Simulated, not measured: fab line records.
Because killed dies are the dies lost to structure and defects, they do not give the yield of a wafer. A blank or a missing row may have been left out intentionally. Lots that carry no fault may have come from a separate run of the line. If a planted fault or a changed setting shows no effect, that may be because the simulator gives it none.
fab line records	flow gf180mcu	part 1 of 2: steps 1 to 23 of 33
record lots=5	wafers=15	last-day=34
route steps=602 shown M1@331 V1@335 M2@362
lots that met no fault: taken from a fault-free run of the same line
start-h: start of the lot's first displayed wafer, in hours after the record's first day	wait-h: how many hours have passed since the lot's step before this one	" identical to the entry in the row above	L1.1+2: a single row standing in for several wafers	- either no value or no given start	* or withheld: withheld	< > ~ a bound
route shown NAME@n: names a module that has steps shown in the file, with the first one's number in the route	usual: the fault-free wafers' mean and standard deviation	same: alike in all rows	chamber/n: place in a boat	sites: readings site by site	_std_site: standard deviation of those values	_edge_site: outer sites' mean less inner sites'	radius-mm: for every site, how far away it sits from the centre of the wafer	mask NAME#n: copy n	behind: the last tool/chamber to shape the wafer	hold: what put the lot on hold/how long, in hours/how the hold closed	device: which transistor (n, p or np) failed to switch	end of line: the tests these same wafers got at the end of their route	where a step has no rows: the recipe by itself	killed: the dies lost at the first sort to structure and to defects; this is not the yield of the wafer	map: the dies of a wafer, with x for killed, . for not killed, _ for no die there
set.NAME: the setting as run; set.NAME@STEP: as run at that earlier step	model.NAME: the simulator's own value behind a step, which no gauge read
certain route steps with their lots: each step a table, each wafer a row
services: when a tool's chamber went out of use (start-h, in hours from the record's first day, below 0 if earlier), for how many hours, and the reason
## steps
# step GF_M1_METAL_ETCH_16
# recipe chemistry=Cl2/BCl3	mask-material=KrF	target-depth-nm=627.5	stop-on=SiO2	pressure-mtorr=8	icp-w=800	bias-w=136.5	Cl2_flow_sccm=80	bcl3-flow-sccm=40	time-s=104.6
# usual bcl3-flow-sccm=40.00/0.12	drypump-motor-current-A=5.5/0.31	oes-product-au=0.970/0.0058	throttle-valve-pct=28.251/0.0099
lot.wafer	tool	chamber	start-h	wait-h	bcl3-flow-sccm	drypump-motor-current-A	oes-product-au	rf-hours-counter-h	throttle-valve-pct
L078.1	rie-metal-02	0	425.17	0.0	40.02	5.6	0.959	11	28.262
L078.4	"	0	"	"	40.04	5.6	0.968	-	28.253
L078.6	"	0	"	"	40.03	5.6	0.965	-	28.258
L081.1	rie-metal-04	1	446.32	0.0	39.76	5.0	0.985	12	28.247
L081.2	"	0	"	"	39.94	5.8	0.964	2	28.245
L081.5	"	0	"	"	40.10	5.8	0.968	-	28.260
L083.2	rie-metal-02	1	469.51	0.1	39.99	5.6	0.963	-	28.240
L083.5	"	1	"	"	40.02	5.6	0.971	-	28.242
L083.6	"	1	"	"	40.07	5.6	0.982	-	28.253
L091.2	rie-metal-02	1	536.47	0.0	39.87	5.6	0.974	2	28.274
L091.3	"	1	"	"	39.84	5.6	0.964	-	28.261
L091.4	"	0	"	"	39.92	5.6	0.971	-	28.266
L096.4	rie-metal-04	0	581.35	0.0	40.20	5.9	0.971	-	28.263
L096.5	"	1	"	"	40.05	5.0	0.978	-	28.235
L096.6	"	0	"	"	40.02	5.8	0.980	-	28.246
# step GF_M1_STRIP_17
# recipe chemistry=O2/N2	power-w=1400	pressure-mtorr=1500	platen-temp-c=250	o2-flow-sccm=3000	n2-flow-sccm=300	overash-fraction=0.5
# usual drypump-motor-current-A=5.8/0.53	heater-power-w=326/19	oes-product-au=0.559/0.0046	strip-time-to-endpoint-s=7.90/0.039
lot.wafer	tool	chamber	start-h	wait-h	drypump-motor-current-A	heater-power-w	oes-product-au	rf-hours-counter-h	strip-time-to-endpoint-s
L078.1	plasma-asher-02	0	425.28	0.1	5.6	320	0.559	24	7.96
L078.4	"	1	"	"	6.4	311	0.561	-	7.96
L078.6	"	1	"	"	6.4	308	0.565	-	7.93
L081.1	plasma-asher-03	1	446.43	0.1	5.6	326	0.554	86	7.84
L081.2	"	0	"	"	5.3	350	0.563	86	7.87
L081.5	"	0	"	"	5.3	350	0.552	-	7.88
L083.2	plasma-asher-03	0	469.70	0.1	5.3	350	0.561	89	7.90
L083.5	"	0	"	"	5.3	347	0.555	-	7.92
L083.6	"	1	"	"	5.7	321	0.557	-	7.91
L091.2	plasma-asher-02	0	536.58	0.1	5.6	320	0.563	35	7.81
L091.3	"	1	"	"	6.5	310	0.560	-	7.89
L091.4	"	0	"	"	5.6	317	0.562	-	7.85
L096.4	plasma-asher-03	0	581.46	0.1	5.2	343	0.556	-	7.86
L096.5	"	1	"	"	5.7	330	0.562	-	7.86
L096.6	"	0	"	"	5.3	347	0.557	-	7.87
# step GF_M1_STRIP_18
# recipe chemistry=post-etch-residue-remover	time-s=1200	temp-c=72.5
# usual bath-guard-temp-C=72.4/0.55	bath-heat-duty-pct=15.2/1.4
lot.wafer	tool	chamber	start-h	wait-h	bath-guard-temp-C	bath-heat-duty-pct
L078.1	wet-bench-02	1	425.38	0.1	71.6	14.1
L078.4	"	1	"	"	71.7	14.5
L078.6	"	1	"	"	71.6	14.0
L081.1	wet-bench-02	2	446.53	0.1	72.6	15.9
L081.2	"	2	"	"	72.7	16.7
L081.5	"	2	"	"	72.4	15.4
L083.2	wet-bench-02	3	469.80	0.1	73.0	13.7
L083.5	"	3	"	"	72.8	15.4
L083.6	"	3	"	"	72.7	15.7
L091.2	wet-bench-02	3	536.68	0.1	73.1	15.6
L091.3	"	3	"	"	72.7	15.7
L091.4	"	3	"	"	72.8	14.9
L096.4	wet-bench-03	3	581.57	0.1	71.9	13.1
L096.5	"	3	"	"	72.2	13.3
L096.6	"	3	"	"	72.1	14.5
# step GF_M1_CLEAN_19
# recipe chemistry=DIW	dry=n2-spin
lot.wafer	tool	chamber	start-h	wait-h
L078.1+4+6	wet-bench-02	0	425.73	0.0
L081.1+2+5	wet-bench-03	1	446.87	0.0
L083.2+5+6	wet-bench-03	2	470.14	0.0
L091.2+3+4	wet-bench-03	0	537.02	0.0
L096.4+5+6	wet-bench-02	1	581.94	0.0
# step GF_V1_CVD_00
# recipe material=SiO2	target-thk-nm=600	sigma-open-frac=0.3	temp-c=400	time-s=100	sih4-flow-sccm=60	pressure-mtorr=6
# usual pressure-mtorr=5.998/0.012
lot.wafer	tool	chamber	start-h	wait-h	pressure-mtorr
L078.1	hdpcvd-02	1	425.82	0.0	5.985
L078.4	"	0	"	"	6.010
L078.6	"	2	"	"	5.987
L081.1	hdpcvd-02	0	446.96	0.0	5.992
L081.2	"	2	"	"	5.992
L081.5	"	0	"	"	5.993
L083.2	hdpcvd-01	2	470.23	0.0	6.001
L083.5	"	2	"	"	6.002
L083.6	"	1	"	"	6.012
L091.2	hdpcvd-01	1	537.11	0.0	5.995
L091.3	"	2	"	"	6.010
L091.4	"	0	"	"	6.018
L096.4	hdpcvd-01	0	582.08	0.0	6.003
L096.5	"	2	"	"	5.996
L096.6	"	1	"	"	6.007
# step GF_V1_THK_MEAS_01
# recipe reads=SiO2_of_V1_CVD_00
# usual V1_CVD_00_THK=600/5.7
lot.wafer	tool	chamber	start-h	wait-h	V1_CVD_00_THK[nm]
L078.1	film-metro-01	-	425.89	0.0	598
L078.4	"	-	"	"	599
L078.6	"	-	"	"	600
L081.1	film-metro-03	-	447.03	0.0	594
L081.2	"	-	"	"	604
L081.5	"	-	"	"	601
L083.2	film-metro-03	-	470.31	0.0	597
L083.5	"	-	"	"	599
L083.6	"	-	"	"	598
L091.2	film-metro-01	-	537.19	0.0	595
L091.3	"	-	"	"	589
L091.4	"	-	"	"	600
L096.4	film-metro-03	-	582.15	0.0	602
L096.5	"	-	"	"	603
L096.6	"	-	"	"	598
# step GF_V1_CVD_02
# recipe material=SiO2	target-thk-nm=850	precursor=TEOS	temp-c=400	time-s=94.851	rf-w=600
# usual heater-power-w=651/63
lot.wafer	tool	chamber	start-h	wait-h	heater-power-w
L078.1	pecvd-01	2	425.95	0.1	643
L078.4	"	0	"	"	661
L078.6	"	1	"	"	753
L081.1	pecvd-02	1	447.09	0.1	753
L081.2	"	0	"	"	646
L081.5	"	2	"	"	716
L083.2	pecvd-02	1	470.36	0.0	680
L083.5	"	0	"	"	649
L083.6	"	1	"	"	719
L091.2	pecvd-02	1	537.24	0.0	673
L091.3	"	2	"	"	612
L091.4	"	1	"	"	722
L096.4	pecvd-02	1	582.22	0.1	719
L096.5	"	2	"	"	572
L096.6	"	0	"	"	536
# step GF_V1_THK_MEAS_03
# recipe reads=SiO2_of_V1_CVD_02
# usual V1_CVD_02_THK=847/11
lot.wafer	tool	chamber	start-h	wait-h	V1_CVD_02_THK[nm]
L078.1	film-metro-03	-	426.02	0.0	849
L078.4	"	-	"	"	846
L078.6	"	-	"	"	855
L081.1	film-metro-04	-	447.16	0.0	825
L081.2	"	-	"	"	838
L081.5	"	-	"	"	848
L083.2	film-metro-04	-	470.44	0.0	824
L083.5	"	-	"	"	858
L083.6	"	-	"	"	840
L091.2	film-metro-04	-	537.32	0.0	832
L091.3	"	-	"	"	861
L091.4	"	-	"	"	862
L096.4	film-metro-04	-	582.28	0.0	854
L096.5	"	-	"	"	848
L096.6	"	-	"	"	859
# step GF_V1_CMP_04
# recipe material=SiO2	down-force-psi=4	platen-rpm=60	pad-velocity-m-s=0.94248
# usual head-pressure-psi=4.000/0.0092	motor-current-A=11.8/0.64	slurry-flow-ml-min=150.0/0.46	time-to-endpoint-s=80/5.6
lot.wafer	tool	chamber	start-h	wait-h	head-pressure-psi	motor-current-A	slurry-flow-ml-min	time-to-endpoint-s
L078.4	cmp-02	3	426.08	0.0	4.017	12.6	150.2	81
L078.1	"	0	"	"	3.988	12.3	149.9	82
L078.6	"	0	"	"	4.007	12.1	150.0	84
L081.2	cmp-01	0	447.22	0.0	4.006	11.2	150.4	75
L081.1	"	3	"	"	3.993	12.9	149.6	66
L081.5	"	1	"	"	4.003	12.1	149.9	81
L083.2	cmp-02	2	470.64	0.2	3.999	11.9	150.0	75
L083.6	"	3	"	"	4.002	12.7	149.6	83
L083.5	"	0	"	"	4.006	12.3	150.3	89
L091.3	cmp-02	0	537.52	0.2	3.990	12.1	150.1	88
L091.4	"	2	"	"	4.006	11.5	149.3	85
L091.2	"	3	"	"	4.008	11.3	149.8	74
L096.4	cmp-01	0	582.72	0.4	3.994	11.0	149.0	84
L096.6	"	2	"	"	4.009	10.5	150.2	83
L096.5	"	3	"	"	4.016	12.9	149.8	78
# step GF_V1_BOW_MEAS_05
# recipe mode=bow
# usual V1_BOW=84/7.6
lot.wafer	tool	chamber	start-h	wait-h	V1_BOW[um]
L078.1	film-metro-03	-	426.38	0.2	80
L078.4	"	-	"	"	86
L078.6	"	-	"	"	88
L081.1	film-metro-03	-	447.52	0.1	102
L081.2	"	-	"	"	93
L081.5	"	-	"	"	95
L083.2	film-metro-03	-	470.81	0.1	88
L083.5	"	-	"	"	93
L083.6	"	-	"	"	89
L091.2	film-metro-04	-	537.84	0.1	69
L091.3	"	-	"	"	79
L091.4	"	-	"	"	88
L096.4	film-metro-03	-	582.98	0.2	83
L096.5	"	-	"	"	81
L096.6	"	-	"	"	86
# step GF_V1_DEHYDRATE_06
# recipe temp-c=200	time-s=60
# usual chill-plate-temp-C=23.03/0.11	heater-power-total-W=160.39/0.13
lot.wafer	tool	chamber	start-h	wait-h	chill-plate-temp-C	heater-power-total-W
L078.1	litho-track-04	0	437.81	11.4	23.18	160.29
L078.4	"	0	"	"	23.05	160.36
L078.6	"	0	"	"	23.00	160.39
L081.1	litho-track-02	0	459.17	11.6	23.03	160.18
L081.2	"	0	"	"	22.86	160.28
L081.5	"	0	"	"	22.91	160.24
L083.2	litho-track-02	0	482.44	11.6	23.02	160.46
L083.5	"	0	"	"	22.98	160.17
L083.6	"	0	"	"	23.14	160.65
L091.2	litho-track-04	0	549.04	11.2	23.03	160.38
L091.3	"	0	"	"	23.19	160.26
L091.4	"	0	"	"	23.09	160.23
L096.4	litho-track-04	0	592.68	9.7	23.14	160.33
L096.5	"	0	"	"	23.05	160.33
L096.6	"	0	"	"	23.08	160.27
# step GF_V1_HMDS_07
# recipe prime-time-s=60	prime-temp-c=120
# usual chill-plate-temp-C=23.03/0.11
lot.wafer	tool	chamber	start-h	wait-h	chill-plate-temp-C
L078.1	litho-track-04	0	437.96	0.1	22.96
L078.4	"	0	"	"	23.06
L078.6	"	0	"	"	23.03
L081.1	litho-track-02	0	459.32	0.1	23.09
L081.2	"	0	"	"	23.18
L081.5	"	0	"	"	23.05
L083.2	litho-track-02	0	482.59	0.1	23.00
L083.5	"	0	"	"	23.01
L083.6	"	0	"	"	22.86
L091.2	litho-track-04	0	549.19	0.1	22.88
L091.3	"	0	"	"	23.23
L091.4	"	0	"	"	23.03
L096.4	litho-track-04	0	592.83	0.1	22.75
L096.5	"	0	"	"	22.70
L096.6	"	0	"	"	22.87
# step GF_V1_COAT_08
# recipe resist=BARC	temp-c=withheld	time-s=withheld	spin-rpm=withheld	resist-thk-nm=withheld
# usual chill-plate-temp-C=*
lot.wafer	tool	chamber	start-h	wait-h	chill-plate-temp-C
L078.1	litho-track-04	0	438.11	0.1	*
L078.4	"	0	"	"	*
L078.6	"	0	"	"	*
L081.1	litho-track-02	0	459.47	0.1	*
L081.2	"	0	"	"	*
L081.5	"	0	"	"	*
L083.2	litho-track-02	0	482.74	0.1	*
L083.5	"	0	"	"	*
L083.6	"	0	"	"	*
L091.2	litho-track-04	0	549.34	0.1	*
L091.3	"	0	"	"	*
L091.4	"	0	"	"	*
L096.4	litho-track-04	0	592.98	0.1	*
L096.5	"	0	"	"	*
L096.6	"	0	"	"	*
# step GF_V1_COAT_09
# recipe resist=KrF	spin-rpm=withheld	resist-thk-nm=1000
# usual chill-plate-temp-C=23.00/0.1
lot.wafer	tool	chamber	start-h	wait-h	chill-plate-temp-C
L078.1	litho-track-04	0	-	-	23.13
L078.4	"	0	"	"	23.09
L078.6	"	0	"	"	23.03
L081.1	litho-track-02	0	-	-	23.09
L081.2	"	0	"	"	22.83
L081.5	"	0	"	"	22.99
L083.2	litho-track-02	0	-	-	23.16
L083.5	"	0	"	"	22.81
L083.6	"	0	"	"	23.07
L091.2	litho-track-04	0	-	-	22.94
L091.3	"	0	"	"	22.81
L091.4	"	0	"	"	22.92
L096.4	litho-track-04	0	-	-	22.92
L096.5	"	0	"	"	22.89
L096.6	"	0	"	"	23.02
# step GF_V1_SOFTBAKE_10
# recipe temp-c=130	time-s=60	resist=KrF
# usual chill-plate-temp-C=23.01/0.1	heater-power-total-W=93.05/0.061
lot.wafer	tool	chamber	start-h	wait-h	chill-plate-temp-C	heater-power-total-W
L078.1	litho-track-04	0	-	-	23.15	93.08
L078.4	"	0	"	"	23.05	93.10
L078.6	"	0	"	"	23.16	93.11
L081.1	litho-track-02	0	-	-	23.19	93.08
L081.2	"	0	"	"	23.01	92.95
L081.5	"	0	"	"	23.16	93.05
L083.2	litho-track-02	0	-	-	23.13	93.06
L083.5	"	0	"	"	23.05	93.16
L083.6	"	0	"	"	23.03	93.05
L091.2	litho-track-04	0	-	-	23.03	93.06
L091.3	"	0	"	"	23.07	93.16
L091.4	"	0	"	"	23.18	93.03
L096.4	litho-track-04	0	-	-	22.96	93.12
L096.5	"	0	"	"	23.09	93.06
L096.6	"	0	"	"	22.92	93.05
# step GF_V1_EXPOSE_11
# recipe mask-id=Via1	target-cd-nm=260	na=0.68	source-shape=conventional	sigma-outer=0.6	dose-mj=38
lot.wafer	tool	chamber	start-h	wait-h	mask
L078.1+4+6	krf-scanner-02	0	-	-	Via1#0
L081.1+2+5	krf-scanner-01	0	-	-	Via1#0
L083.2+5+6	krf-scanner-02	0	-	-	Via1#0
L091.2+3+4	krf-scanner-01	0	-	-	Via1#0
L096.4+5+6	krf-scanner-02	0	-	-	Via1#0
# step GF_V1_PEB_12
# recipe peb-temp-c=135	peb-time-s=90	resist=KrF
# usual chill-plate-temp-C=23.01/0.11	heater-power-total-W=85.69/0.084
lot.wafer	tool	chamber	start-h	wait-h	chill-plate-temp-C	heater-power-total-W
L078.1	litho-track-01	0	-	-	23.15	85.75
L078.4	"	0	"	"	23.19	85.66
L078.6	"	0	"	"	23.18	85.71
L081.1	litho-track-01	0	-	-	22.96	85.71
L081.2	"	0	"	"	22.93	85.73
L081.5	"	0	"	"	23.23	85.82
L083.2	litho-track-02	0	-	-	22.88	85.82
L083.5	"	0	"	"	22.83	85.73
L083.6	"	0	"	"	22.91	85.76
L091.2	litho-track-04	0	-	-	22.83	85.71
L091.3	"	0	"	"	22.85	85.63
L091.4	"	0	"	"	22.92	85.65
L096.4	litho-track-02	0	-	-	23.00	85.60
L096.5	"	0	"	"	22.94	85.83
L096.6	"	0	"	"	23.01	85.70
# step GF_V1_DEVELOP_13
# recipe develop-time-s=60	resist=KrF	dev-temp-c=21
# usual chill-plate-temp-C=22.98/0.096
lot.wafer	tool	chamber	start-h	wait-h	chill-plate-temp-C
L078.1	litho-track-01	0	450.91	0.2	22.99
L078.4	"	0	"	"	23.01
L078.6	"	0	"	"	23.14
L081.1	litho-track-01	0	471.46	0.2	23.18
L081.2	"	0	"	"	23.04
L081.5	"	0	"	"	23.03
L083.2	litho-track-02	0	494.89	0.2	22.89
L083.5	"	0	"	"	23.06
L083.6	"	0	"	"	23.13
L091.2	litho-track-04	0	560.43	0.2	22.87
L091.3	"	0	"	"	22.95
L091.4	"	0	"	"	23.03
L096.4	litho-track-02	0	603.59	0.1	23.05
L096.5	"	0	"	"	22.84
L096.6	"	0	"	"	23.00
# step GF_V1_CD_MEAS_14
# recipe target-cd-nm=260
# usual cd-nm=260.1/1.1
lot.wafer	tool	chamber	start-h	wait-h	cd-nm
L078.1	cd-sem-01	-	451.06	0.1	260.4
L078.4	"	-	"	"	259.9
L078.6	"	-	"	"	260.0
L081.1	cd-sem-01	-	471.61	0.1	258.5
L081.2	"	-	"	"	258.7
L081.5	"	-	"	"	258.5
L083.2	cd-sem-01	-	495.03	0.1	259.5
L083.5	"	-	"	"	258.8
L083.6	"	-	"	"	259.3
L091.2	cd-sem-01	-	560.58	0.1	260.8
L091.3	"	-	"	"	259.9
L091.4	"	-	"	"	260.6
L096.4	cd-sem-01	-	603.72	0.1	260.1
L096.5	"	-	"	"	261.6
L096.6	"	-	"	"	259.1
# step GF_V1_OVL_MEAS_15
# usual V1_OVL=-3/4.8
lot.wafer	tool	chamber	start-h	wait-h	V1_OVL[nm]
L078.1	overlay-02	-	451.18	0.1	1
L078.4	"	-	"	"	-11
L078.6	"	-	"	"	-6
L081.1	overlay-01	-	471.73	0.1	-6
L081.2	"	-	"	"	-5
L081.5	"	-	"	"	-3
L083.2	overlay-01	-	495.14	0.1	-10
L083.5	"	-	"	"	1
L083.6	"	-	"	"	-5
L091.2	overlay-02	-	560.69	0.1	-7
L091.3	"	-	"	"	-4
L091.4	"	-	"	"	1
L096.4	overlay-01	-	603.80	0.1	-7
L096.5	"	-	"	"	1
L096.6	"	-	"	"	-7
# step GF_V1_ETCH_16
# recipe chemistry=N2/H2	target-depth-a=withheld	overetch-a=withheld	time-s=withheld	target=BARC	ion-energy-ev=200	source-w=500	bias-w=100	pressure-mtorr=30	n2-flow-sccm=100	h2-flow-sccm=200
# usual drypump-motor-current-A=5.6/0.39	oes-product-au=0.856/0.0046	throttle-valve-pct=13.224/0.0088
lot.wafer	tool	chamber	start-h	wait-h	drypump-motor-current-A	oes-product-au	throttle-valve-pct
L078.1	rie-diel-03	1	451.22	0.0	5.7	0.855	13.215
L078.4	"	3	"	"	5.7	0.856	13.220
L078.6	"	0	"	"	6.1	0.850	13.220
L081.1	rie-diel-04	2	471.77	0.0	5.2	0.864	13.236
L081.2	"	0	"	"	5.0	0.855	13.221
L081.5	"	0	"	"	5.1	0.861	13.228
L083.2	rie-diel-02	3	495.17	0.0	5.2	0.858	13.221
L083.5	"	1	"	"	6.2	0.854	13.218
L083.6	"	0	"	"	5.5	0.849	13.208
L091.2	rie-diel-02	0	560.72	0.0	5.5	0.862	13.226
L091.3	"	1	"	"	6.3	0.851	13.242
L091.4	"	3	"	"	5.2	0.855	13.229
L096.4	rie-diel-04	1	603.82	0.0	5.8	0.861	13.217
L096.5	"	1	"	"	5.8	0.865	13.228
L096.6	"	2	"	"	5.2	0.859	13.222
# step GF_V1_ETCH_17
# recipe chemistry=C4F8/O2/Ar	mask-material=KrF	target=SiO2	stop-on=TiN	source-w=1500	bias-w=1200	pressure-mtorr=40	c4f8-flow-sccm=withheld	O2_flow_sccm=6	Ar_flow_sccm=300	time-s=withheld	target-depth-a=6300
# usual oes-product-au=0.856/0.0046
lot.wafer	tool	chamber	start-h	wait-h	oes-product-au
L078.1	rie-diel-03	1	-	-	0.856
L078.4	"	3	"	"	0.856
L078.6	"	0	"	"	0.857
L081.1	rie-diel-04	2	-	-	0.844
L081.2	"	0	"	"	0.861
L081.5	"	0	"	"	0.852
L083.2	rie-diel-02	3	-	-	0.858
L083.5	"	1	"	"	0.859
L083.6	"	0	"	"	0.859
L091.2	rie-diel-02	0	-	-	0.861
L091.3	"	1	"	"	0.862
L091.4	"	3	"	"	0.859
L096.4	rie-diel-04	1	-	-	0.860
L096.5	"	1	"	"	0.862
L096.6	"	2	"	"	0.850
# step GF_V1_STRIP_18
# recipe chemistry=O2/N2	power-w=1400	pressure-mtorr=1500	platen-temp-c=250	o2-flow-sccm=3000	n2-flow-sccm=300	overash-fraction=0.5
# usual drypump-motor-current-A=5.8/0.58	heater-power-w=325/14	oes-product-au=0.593/0.0051
lot.wafer	tool	chamber	start-h	wait-h	drypump-motor-current-A	heater-power-w	oes-product-au	rf-hours-counter-h
L078.1	plasma-asher-02	1	451.35	-	6.4	305	0.590	27
L078.4	"	1	"	"	6.4	316	0.579	-
L078.6	"	1	"	"	6.4	306	0.588	-
L081.1	plasma-asher-03	0	471.90	-	5.3	355	0.599	89
L081.2	"	1	"	"	5.7	324	0.595	89
L081.5	"	1	"	"	5.7	324	0.599	-
L083.2	plasma-asher-02	1	495.30	-	6.4	304	0.596	31
L083.5	"	1	"	"	6.5	308	0.584	-
L083.6	"	0	"	"	5.6	312	0.597	-
L091.2	plasma-asher-04	1	560.84	-	6.7	331	0.601	12
L091.3	"	1	"	"	6.8	335	0.596	-
L091.4	"	0	"	"	5.0	315	0.594	-
L096.4	plasma-asher-04	0	603.98	-	4.9	321	0.597	-
L096.5	"	0	"	"	5.0	326	0.590	-
L096.6	"	1	"	"	6.7	332	0.595	-
